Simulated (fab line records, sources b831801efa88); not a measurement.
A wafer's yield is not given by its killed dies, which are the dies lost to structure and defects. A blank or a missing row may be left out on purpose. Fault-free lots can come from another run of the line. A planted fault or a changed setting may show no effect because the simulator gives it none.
The same fault as seen by 2 desks + flow gf180mcu + each desk holds nothing but its own numbers, with what lay behind them at the end

## AT THE TOOL OWNER'S DESK: implanter-02
GF_HV_LDD_IMPLANT_09, tool's own readings: per-lot mean of the sampled wafers with a number, covering each lot this tool ran. Marked OUT: a lot whose mean sits more than 4 standard deviations from the usual mean, which makes it out of limits; the brackets give that distance.
Columns: A = faraday current uA at GF_HV_LDD_IMPLANT_09, usual 564
| lot  | first seen here | A   |
|------|-----------------|-----|
| L495 | day 12 16:54    | 566 |
| L499 | day 14 01:17    | 569 |
| L504 | day 15 10:50    | 564 |
Result from this desk: across the 3 lots, nothing is out of limits.

## AT THE METROLOGY DESK
What the gauges read, lot by lot, whatever tool the lot ran on: means of the sampled wafers that have a number. Marked OUT: a lot whose mean sits more than 4 standard deviations from the usual mean, which makes it out of limits; the brackets give that distance. Readings shown: 7 of its 12, picked as those furthest out on some lot.
Columns: A = POLY_GATE_OXIDATION_THK at GF_POLY_GATE_THK_MEAS_17, usual 4.03 nm; B = cd nm at GF_HV_LDD_CD_MEAS_07, usual 399.9 nm; C = cd nm at GF_HV_LDD_CD_MEAS_19, usual 399.4 nm; D = HV_LDD_01_OVL at GF_HV_LDD_OVL_MEAS_20, usual -0.9 nm; E = cd nm at GF_HV_LDD_CD_MEAS_31, usual 399.5 nm; F = HV_LDD_02_OVL at GF_HV_LDD_OVL_MEAS_32, usual 0.1 nm; G = HV_LDD_RS at GF_HV_LDD_RS_MEAS_53, usual 418.4 ohm/sq
| lot  | first seen here | A    | B     | C     | D    | E     | F    | G     |
|------|-----------------|------|-------|-------|------|-------|------|-------|
| L487 | day 9 14:26     | 4.11 | 400.8 | 398.2 | -3.3 | 395.9 | -1.2 | 417.6 |
| L493 | day 11 05:11    | 4.08 | 401.3 | 400.8 | -1.7 | 401.9 | -0.4 | 418.9 |
| L495 | day 11 20:51    | 4.08 | 400.6 | 402.3 | -2.0 | 399.7 | 0.7  | 418.9 |
| L499 | day 13 04:46    | 4.00 | 399.3 | 401.0 | 0.2  | 402.5 | 0.0  | 421.0 |
| L504 | day 14 13:00    | 4.00 | 397.0 | 400.1 | -0.8 | 398.1 | -0.1 | 419.9 |
| L509 | day 16 04:14    | 3.97 | 399.7 | 401.7 | 0.2  | 399.7 | 2.0  | 419.6 |
Result from this desk: across the 6 lots, nothing is out of limits.

## BROUGHT TOGETHER
The desk of the tool owner found nothing out of limits.
Nothing out of limits was seen by the metrology desk.

## WHAT WAS PUT IN BY THE SIMULATOR
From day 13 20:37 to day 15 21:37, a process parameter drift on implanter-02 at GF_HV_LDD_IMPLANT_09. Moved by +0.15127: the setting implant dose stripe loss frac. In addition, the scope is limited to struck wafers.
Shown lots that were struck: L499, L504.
